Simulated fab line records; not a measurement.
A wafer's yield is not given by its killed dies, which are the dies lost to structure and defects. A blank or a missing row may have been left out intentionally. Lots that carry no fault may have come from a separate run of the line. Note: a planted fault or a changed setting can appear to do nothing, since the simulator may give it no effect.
Chamber matching / flow sky130 / SKY_LI_CONTACT_CMP_02 on cmp-01: 4 sister chambers
The step polishes PSG. 7 wafers are shown with their chamber, then 7 later ones without.

WAFERS WITH THEIR CHAMBER
wafer=L364.6; chamber=0; motor-current-A (A)=14.8; time-to-endpoint-s (s)=30.3
wafer=L377.3; chamber=1; motor-current-A (A)=13.8; time-to-endpoint-s (s)=36.7
wafer=L377.6; chamber=2; motor-current-A (A)=12.0; time-to-endpoint-s (s)=36.5
wafer=L378.3; chamber=2; motor-current-A (A)=11.7; time-to-endpoint-s (s)=35.7
wafer=L378.5; chamber=3; motor-current-A (A)=11.7; time-to-endpoint-s (s)=27.4
wafer=L381.2; chamber=3; motor-current-A (A)=12.7; time-to-endpoint-s (s)=33.6
wafer=L381.4; chamber=1; motor-current-A (A)=13.4; time-to-endpoint-s (s)=37.9

WAFERS WITHOUT THEIR CHAMBER
wafer=L381.6; motor-current-A (A)=14.1; time-to-endpoint-s (s)=35.1
wafer=L383.1; motor-current-A (A)=12.0; time-to-endpoint-s (s)=37.3
wafer=L383.4; motor-current-A (A)=13.0; time-to-endpoint-s (s)=35.0
wafer=L383.5; motor-current-A (A)=12.3; time-to-endpoint-s (s)=38.2
wafer=L384.1; motor-current-A (A)=12.9; time-to-endpoint-s (s)=36.4
wafer=L384.4; motor-current-A (A)=12.2; time-to-endpoint-s (s)=37.9
wafer=L384.6; motor-current-A (A)=13.5; time-to-endpoint-s (s)=35.4

THE CHAMBER EACH PASSED THROUGH
wafer=L381.6; from the rows above=can't be placed: 1 or 0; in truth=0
wafer=L383.1; from the rows above=2; in truth=2
wafer=L383.4; from the rows above=can't be placed: 1 or 3 or 2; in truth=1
wafer=L383.5; from the rows above=can't be placed: 2 or 1 or 3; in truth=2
wafer=L384.1; from the rows above=can't be placed: 1 or 2 or 3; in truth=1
wafer=L384.4; from the rows above=can't be placed: 2 or 3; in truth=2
wafer=L384.6; from the rows above=1; in truth=1
2 of 7 placed correctly. These rows do not allow placing 5 (true chamber among the candidates in 5). Placed wrongly: 0.
How it was worked out, from the rows above alone: a wafer's distance from a chamber is the root of the sum, over the readings, of the square of ((its reading less the chamber's mean) divided by the reading's scatter). If the next closest chamber is less than 2 further off than the closest, the wafer can't be placed; otherwise it belongs to the closest. A chamber's mean is the mean of its shown wafers. The scatter: take each reading less its chamber's mean, square it, sum over the shown wafers, divide by the number of wafers less the number of chambers, and take the root.
